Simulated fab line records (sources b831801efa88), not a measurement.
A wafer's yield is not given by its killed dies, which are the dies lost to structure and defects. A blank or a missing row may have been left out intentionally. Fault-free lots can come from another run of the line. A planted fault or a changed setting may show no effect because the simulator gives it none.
Matching of chambers    flow sky130    SKY_FIELD_ISO_ETCH_15 on rieDiel-03: 4 sister chambers
The step etches the open film in CHF3/O2, stops on Si, target depth 180 nm, time 72 s. 4 wafers are shown with their chamber, then 7 later ones without.

== EACH WAFER AND ITS CHAMBER ==
wafer   chamber  throttleValvePct (%)
L086.6  1        8.830
L088.3  2        8.846
L088.4  3        8.853
L091.5  0        8.843

== WAFERS WHOSE CHAMBER IS MISSING ==
wafer   throttleValvePct (%)
L091.6  8.830
L092.2  8.855
L092.3  8.835
L092.4  8.847
L095.2  8.848
L095.4  8.835
L095.5  8.853

== THE CHAMBER EACH PASSED THROUGH ==
wafer    from the rows above            in truth
L091.6   1                              1
L092.2   3                              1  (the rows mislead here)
L092.3   can't be placed: 1 or 0        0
L092.4   can't be placed: 2 or 0 or 3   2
L095.2   can't be placed: 2 or 3 or 0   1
L095.4   can't be placed: 1 or 0        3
L095.5   3                              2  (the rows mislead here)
Placed correctly: 1 of 7. Unplaceable from these rows: 4, with the true chamber sitting among the candidates in 2. Placed wrongly: 2.
How it was worked out, from the rows above alone: a wafer's distance from a chamber is the root of the sum, over the readings, of the square of ((its reading less the chamber's mean) divided by the reading's scatter). The wafer belongs to the nearest chamber; if the next one is less than 2 further off, it can't be placed. A chamber's mean is the mean of its shown wafers. The scatter (one wafer shown for each chamber): square how far every hidden wafer sits from the nearest shown wafer, average those squares and take the square root.
